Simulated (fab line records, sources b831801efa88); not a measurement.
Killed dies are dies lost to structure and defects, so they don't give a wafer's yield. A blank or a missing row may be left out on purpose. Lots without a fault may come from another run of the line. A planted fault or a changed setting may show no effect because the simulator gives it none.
fab line records | flow sky130
record lots=5 wafers=15 last_day=49
route steps=708 shown VIA3@587 METAL4@598 CAP2M@603 PAD_OPEN@708
lots that met no fault: from a run of the same line without faults
start_h: hours from the record's first day to the start of the lot's first wafer shown | wait_h: hours since the lot's step before | " the same as in the row above | L1.1+2: a row that stands for several wafers | - no value, or no start given | * or withheld: withheld | < > ~ a bound
route shown NAME@n: a module of which the file shows steps, and the number in the route of the first | usual: mean/standard deviation of fault-free wafers | same: alike in all rows | chamber/n: place in a boat | sites: the reading at each site | _std_site: their standard deviation | _edge_site: outer sites' mean less inner sites' | radius_mm: how far each site lies from the wafer's centre | mask NAME#n: copy n | behind: the tool/chamber that last shaped the wafer | hold: why the lot was held/for how many hours/how that ended | device: the transistor (n, p or np) that didn't switch | end of line: the same wafers' tests at the end of the route | a step without rows: its recipe alone | killed: dies lost to structure and defects at the first sort, not the wafer's yield | map: a wafer's dies, x killed, . not, _ none there
set.NAME: the setting as run; set.NAME@STEP: as run at that earlier step | model.NAME: the simulator's own value behind a step, which no gauge read
lots at some steps of the route; a table a step, a row a wafer
services: from which hour (start_h, from the record's first day; less than 0 if before it) a tool's chamber was out of use, for how many hours, and why
## steps
# step SKY_VIA3_ETCH_14
# recipe chemistry=N2/H2 target=BARC ion_energy_ev=200 source_w=500 bias_w=100 pressure_mtorr=30 n2_flow_sccm=100 h2_flow_sccm=200 stop_on=SiO2 time_s=45.9 target_depth_a=600
# step SKY_VIA3_ETCH_15
# recipe target=SiO2 chemistry=C4F8/O2/Ar target_depth_nm=507 stop_on=TiN mask_material=KrF-thick source_w=1500 bias_w=1200 pressure_mtorr=40 c4f8_flow_sccm=withheld O2_flow_sccm=6 Ar_flow_sccm=300 time_s=78
# step SKY_VIA3_STRIP_16
# recipe chemistry=O2/N2 power_w=1400 pressure_mtorr=1500 platen_temp_c=withheld o2_flow_sccm=3000 n2_flow_sccm=300 overash_fraction=0.5
# step SKY_VIA3_STRIP_17
# recipe chemistry=post_etch_residue_remover time_s=1200 temp_c=72.5
# step SKY_VIA3_CLEAN_18
# recipe chemistry=IPA time_s=180 temp_c=25
# step SKY_VIA3_CLEAN_19
# recipe chemistry=O3/DIW dry=n2_spin
# step SKY_VIA3_SPUTTER_20
# recipe material=TiN target_thk_nm=20 chamber_pressure_pa=5 power_w=4000 time_s=80
# step SKY_VIA3_CVD_21
# recipe material=W target_thk_nm=390 time_s=117.31 temp_c=400 pressure_torr=40
# step SKY_VIA3_CMP_24
# recipe stop_on=SiO2 t_overpolish_s=20 down_force_psi=3.5 platen_rpm=60 target_thk_nm=0 pad_velocity_m_s=0.94248
# usual motor_current_A=11.8/1.1 overpolish_run_s=19.999/0.0084 time_to_endpoint_s=94.2/2.9
# columns lot.wafer tool chamber start_h wait_h motor_current_A overpolish_run_s time_to_endpoint_s model.SiO2_of_VIA3_HDPCVD_00.thk_nm
L473.4 cmp-01 0 983.28 0.0 13.2 20.011 100.8 469.9
L473.5 " 0 " " 12.3 19.998 99.7 469.2
L473.6 " 1 " " 14.8 20.011 89.2 469.7
L478.4 cmp-01 0 1012.97 0.1 12.9 20.001 98.9 471
L478.3 " 2 " " 11.4 20.004 47.9 468.7
L478.6 " 3 " " 10.2 19.993 94.4 469.2
L477.1 cmp-01 2 1016.86 0.1 11.7 19.989 47.7 468.6
L477.2 " 0 " " 13.0 19.992 96.6 471.6
L477.6 " 2 " " 11.6 20.005 47.0 467.4
L479.4 cmp-01 3 1020.08 0.0 10.0 20.011 96.0 470.7
L479.1 " 2 " " 11.5 19.984 49.3 466.8
L479.6 " 0 " " 12.6 19.998 101.4 471.7
L484.1 cmp-02 3 1050.20 0.1 12.4 20.003 90.0 470.5
L484.3 " 0 " " 11.5 20.005 99.1 469.9
L484.5 " 1 " " 11.2 19.999 91.1 470.5
# step SKY_METAL4_SPUTTER_00
# recipe material=Ti target_thk_nm=15 power_w=3000 time_s=10 chamber_pressure_pa=0.4
# step SKY_METAL4_SPUTTER_01
# recipe material=TiN target_thk_nm=20 power_w=6500 time_s=16.7 chamber_pressure_pa=0.4
# step SKY_METAL4_SPUTTER_02
# recipe material=AlCu target_thk_nm=735 power_w=10600 time_s=39.1 chamber_pressure_pa=0.4
# step SKY_METAL4_SPUTTER_03
# recipe material=Ti target_thk_nm=5 power_w=3000 time_s=3.3 chamber_pressure_pa=0.4
# step SKY_METAL4_SPUTTER_04
# recipe material=TiN target_thk_nm=70 power_w=6500 time_s=58.3 chamber_pressure_pa=0.4
# step SKY_CAP2M_CVD_00
# recipe material=SiO2 target_thk_nm=15.5 temp_c=400 time_s=withheld rf_w=460.5
# step SKY_CAP2M_SPUTTER_02
# recipe material=TiN target_thk_nm=200 temp_c=300 power_w=6500 time_s=166.7 chamber_pressure_pa=0.4
# step SKY_CAP2M_DEHYDRATE_05
# recipe temp_c=200 time_s=60
# step SKY_CAP2M_HMDS_06
# recipe prime_time_s=60 prime_temp_c=120
# step SKY_CAP2M_COAT_07
# recipe resist=NOVOLAK spin_rpm=3000 resist_thk_nm=1140
# step SKY_CAP2M_SOFTBAKE_08
# recipe temp_c=90 time_s=60 resist=NOVOLAK
# step SKY_CAP2M_EXPOSE_09
# recipe mask_id=CAP2M na=0.6 source_shape=conventional sigma_outer=0.6 polarization=unpolarized target_cd_nm=1000 dose_mj=159
# step SKY_CAP2M_PEB_10
# recipe temp_c=withheld time_s=* resist=NOVOLAK
# step SKY_CAP2M_DEVELOP_11
# recipe resist=NOVOLAK developer=TMAH develop_time_s=60 dev_temp_c=23
# step SKY_CAP2M_METAL_ETCH_13
# recipe target_depth_nm=220 stop_on=SiO2 chemistry=Cl2/BCl3 target=TiN pressure_mtorr=10 icp_w=900 bias_w=48.5 Cl2_flow_sccm=60 bcl3_flow_sccm=30 time_s=62.9
# step SKY_CAP2M_STRIP_14
# recipe chemistry=O2/N2 power_w=1400 pressure_mtorr=1500 platen_temp_c=withheld o2_flow_sccm=3000 n2_flow_sccm=300 overash_fraction=0.5
# step SKY_CAP2M_STRIP_15
# recipe chemistry=post_etch_residue_remover time_s=1200 temp_c=72.5
# step SKY_CAP2M_CLEAN_16
# recipe chemistry=IPA time_s=180 temp_c=25
# step SKY_CAP2M_CLEAN_17
# recipe chemistry=O3/DIW dry=n2_spin
# step SKY_METAL4_DEHYDRATE_05
# recipe temp_c=200 time_s=60
# step SKY_METAL4_HMDS_06
# recipe prime_time_s=60 prime_temp_c=120
# step SKY_METAL4_COAT_07
# recipe resist=BARC temp_c=withheld time_s=withheld spin_rpm=3000 resist_thk_nm=60
# step SKY_METAL4_COAT_08
# recipe resist=KrF-thick spin_rpm=3000 resist_thk_nm=1140
# step SKY_METAL4_SOFTBAKE_09
# recipe temp_c=100 time_s=90 resist=KrF-thick
# step SKY_METAL4_EXPOSE_10
# recipe mask_id=MM4 na=0.68 source_shape=annular sigma_inner=0.4 sigma_outer=0.8 target_cd_nm=300 dose_mj=28
# step SKY_METAL4_METAL_ETCH_18
# recipe target_depth_a=8450 stop_on=SiO2 over_etch_frac=0.3 time_s=183.1 chemistry=Cl2/BCl3 resist_sidewall_deg=88 pressure_mtorr=10 icp_w=900 bias_w=48.5 Cl2_flow_sccm=60 bcl3_flow_sccm=30
# usual drypump_motor_current_A=5.7/0.37 oes_product_au=0.867/0.0066 throttle_valve_pct=22.265/0.0089
# columns lot.wafer tool chamber start_h wait_h drypump_motor_current_A oes_product_au rf_hours_counter_h throttle_valve_pct model.SiO2_of_VIA3_HDPCVD_00.thk_nm
L473.4 rie_metal-01 0 1030.85 0.1 6.3 0.861 - 22.274 444.4
L473.5 " 0 " " 6.3 0.857 - 22.259 443.9
L473.6 " 1 " " 5.7 0.860 - 22.254 443.9
L478.3 rie_metal-02 1 1059.04 0.1 5.7 0.869 - 22.251 443.5
L478.4 " 0 " " 5.1 0.868 - 22.264 445.7
L478.6 " 1 " " 5.8 0.867 - 22.254 443.9
L477.1 rie_metal-04 1 1061.82 0.0 5.5 0.876 16 22.261 443.4
L477.2 " 0 " " 5.7 0.875 4 22.271 446.1
L477.6 " 0 " " 5.7 0.873 - 22.273 441.7
L479.1 rie_metal-04 1 1065.79 0.0 5.5 0.866 17 22.257 441.9
L479.4 " 0 " " 5.7 0.865 - 22.262 445.5
L479.6 " 1 " " 5.5 0.850 - 22.248 446.9
L484.1 rie_metal-02 0 1093.99 0.0 5.1 0.863 15 22.263 445.2
L484.3 " 0 " " 5.1 0.872 - 22.267 444.6
L484.5 " 1 " " 5.8 0.864 - 22.257 445.8
# step SKY_PAD_OPEN_PROBE_99
# usual defect_limited_yield=82.4/1.8 killed_at_M0_to_M3=44/7 killed_at_M4_up=3.0/1.8 killed_at_contacts=24/4.9 killed_at_front_end=15/5 killed_at_other=0.2/0.53 killed_dies=87/8.7 killed_open=48/6.8 killed_short=39/5.7 sort_bin_3_pad_short=0.9/0.42 sort_bin_5_function=10.4/1.5 sort_bin_6_memory=6.3/1.1 sort_n_pass=405/8.7 sort_yield_pct=82.4/1.8
# same gross_dies=492 killed_at_back_side=0 sort_bin_4_leakage[%]=0 sort_bin_8_speed[%]=0
# columns lot.wafer tool chamber start_h wait_h defect_limited_yield[%] killed_at_M0_to_M3 killed_at_M4_up killed_at_contacts killed_at_front_end killed_at_other killed_dies killed_open killed_short sort_bin_3_pad_short[%] sort_bin_5_function[%] sort_bin_6_memory[%] sort_n_pass sort_yield_pct[%]
L473.4 prober-02 - 1120.75 0.2 83.5 38 4 27 12 0 81 34 47 1.4 10.2 4.9 411 83.5
L473.5 prober-02 - 1120.80 0.2 83.5 34 3 25 19 0 81 44 37 0.6 10.2 5.7 411 83.5
L473.6 prober-02 - 1120.85 0.2 84.8 40 1 18 16 0 75 43 32 0.8 10.0 4.5 417 84.8
L478.3 prober-02 - 1145.07 0.2 86.2 36 3 19 8 2 68 40 28 0.6 8.3 4.9 424 86.2
L478.4 prober-02 - 1145.12 0.2 84.3 35 3 29 9 1 77 33 44 0.8 9.8 5.1 415 84.3
L478.6 prober-02 - 1145.22 0.2 81.1 48 5 26 14 0 93 57 36 0.8 13.2 4.9 399 81.1
L479.1 prober-02 - 1150.57 0.1 82.9 49 2 23 10 0 84 45 39 1.2 10.8 5.1 408 82.9
L479.4 prober-02 - 1150.72 0.2 78.7 56 5 26 18 0 105 54 50 1.2 12.4 7.7 387 78.7
L479.6 prober-02 - 1150.82 0.2 87.2 41 2 10 10 0 63 33 30 0.8 7.3 4.7 429 87.2
L484.1 prober-01 - 1175.13 0.1 81.1 46 1 16 29 1 93 56 37 1.0 9.3 8.5 399 81.1
L484.3 prober-01 - 1175.23 0.2 82.5 39 2 29 16 0 86 47 39 0.2 11.4 5.9 406 82.5
L484.5 prober-01 - 1175.33 0.2 82.5 50 2 18 16 0 86 53 33 1.8 8.1 7.5 406 82.5
# killed by level:class
L473.4 LOCAL_INTERCONNECT:geometric_particle:short=10 METAL1:geometric_particle:short=9 LI_CONTACT:geometric_particle:open=7 CONTACT:geometric_particle:open=6 VIA1:geometric_particle:open=6 VIA1:geometric_particle:short=5 METAL2:geometric_particle:short=5 METAL4:geometric_particle:short=4
L473.5 FIELD_ISO:geometric_particle:open=9 LI_CONTACT:geometric_particle:open=8 METAL2:geometric_particle:short=8 VIA2:geometric_particle:open=7 LOCAL_INTERCONNECT:geometric_particle:short=6 METAL1:geometric_particle:short=6 FIELD_ISO:geometric_particle:short=4 LI_CONTACT:geometric_particle:short=4
L473.6 VIA3:geometric_particle:open=10 VIA1:geometric_particle:open=8 CONTACT:geometric_particle:open=7 LI_CONTACT:geometric_particle:open=6 FIELD_ISO:geometric_particle:short=4 METAL2:geometric_particle:short=4 VIA2:geometric_particle:open=4 METAL3:geometric_particle:short=4
L478.3 CONTACT:geometric_particle:open=8 VIA2:geometric_particle:open=7 LI_CONTACT:geometric_particle:open=6 METAL1:geometric_particle:short=5 METAL2:geometric_particle:open=5 VIA1:geometric_particle:open=4 FIELD_ISO:geometric_particle:open=4 METAL2:geometric_particle:short=4
L478.4 CONTACT:geometric_particle:open=9 CONTACT:geometric_particle:short=8 VIA1:geometric_particle:open=6 METAL1:geometric_particle:short=5 LI_CONTACT:geometric_particle:open=5 METAL2:geometric_particle:short=5 VIA3:geometric_particle:short=5 LOCAL_INTERCONNECT:geometric_particle:short=4
L478.6 VIA1:geometric_particle:open=15 CONTACT:geometric_particle:open=12 VIA1:geometric_particle:short=9 VIA2:geometric_particle:open=8 LI_CONTACT:geometric_particle:open=7 FIELD_ISO:geometric_particle:open=5 METAL1:geometric_particle:short=5 CONTACT:geometric_particle:short=4
L479.1 CONTACT:geometric_particle:open=8 VIA1:geometric_particle:open=7 METAL1:geometric_particle:short=7 VIA1:geometric_particle:short=7 VIA3:geometric_particle:open=7 METAL2:geometric_particle:short=6 LI_CONTACT:geometric_particle:open=6 CONTACT:geometric_particle:short=5
L479.4 VIA1:geometric_particle:open=11 CONTACT:geometric_particle:open=9 VIA1:geometric_particle:short=8 VIA3:geometric_particle:open=7 METAL1:geometric_particle:short=7 VIA2:geometric_particle:open=7 FIELD_ISO:geometric_particle:open=6 METAL2:geometric_particle:short=6
L479.6 VIA1:geometric_particle:open=10 METAL2:geometric_particle:short=8 VIA3:geometric_particle:open=7 CONTACT:geometric_particle:open=4 VIA2:geometric_particle:open=4 VIA2:geometric_particle:short=4 FIELD_ISO:geometric_particle:short=3 FIELD_ISO:geometric_particle:open=3
L484.1 VIA1:geometric_particle:open=11 VIA2:geometric_particle:open=9 CONTACT:geometric_particle:open=9 FIELD_ISO:geometric_particle:open=8 POLY_GATE:geometric_particle:open=8 POLY_GATE:geometric_particle:short=6 METAL2:geometric_particle:short=6 METAL1:geometric_particle:short=5
L484.3 LI_CONTACT:geometric_particle:open=12 VIA1:geometric_particle:open=9 VIA3:geometric_particle:open=7 CONTACT:geometric_particle:open=6 FIELD_ISO:geometric_particle:open=5 LOCAL_INTERCONNECT:geometric_particle:short=5 VIA1:geometric_particle:short=5 FIELD_ISO:geometric_particle:short=4
L484.5 VIA1:geometric_particle:open=17 LI_CONTACT:geometric_particle:open=8 VIA2:geometric_particle:open=8 VIA3:geometric_particle:open=5 FIELD_ISO:geometric_particle:open=4 POLY_GATE:geometric_particle:short=4 CONTACT:geometric_particle:short=4 VIA1:geometric_particle:short=4
## services
# columns tool chamber start_h hours kind
cmp-01 - 966.08 16.0 repair
cmp-02 - 982.08 6.8 pm
cmp-02 - 1009.49 6.2 repair
rie_metal-04 - 1011.08 28.1 pm
rie_metal-01 - 1032.65 1.4 pm
cmp-02 - 1036.50 1.0 repair
cmp-01 - 1048.51 11.1 pm
cmp-02 - 1059.61 4.7 pm
cmp-01 - 1064.35 6.6 pm
rie_metal-02 1 1067.50 5.1 repair
cmp-01 - 1084.28 4.0 pm
cmp-01 - 1088.28 - consumable_replace:conditioner
cmp-01 - 1088.28 - consumable_replace:pad
## key
first_sign step=SKY_VIA3_CMP_24 reading=time_to_endpoint_s direction=down sigmas=16 usual=* struck=*
effect none on later readings
model_effect step=SKY_VIA3_CMP_24 value=SiO2_of_VIA3_HDPCVD_00.thk_nm without=471.4 struck=467.9
model_effect step=SKY_METAL4_METAL_ETCH_18 value=SiO2_of_VIA3_HDPCVD_00.thk_nm without=446.1 struck=442.6
met_at SKY_VIA3_CMP_24
struck_wafers L477.1,L477.6,L478.3,L479.1
fault kind=process_parameter_drift tool=cmp-01 chamber=2 onset_h=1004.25 steps=SKY_VIA3_CMP_24 channel=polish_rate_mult offset=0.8 shape=step end_h=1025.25
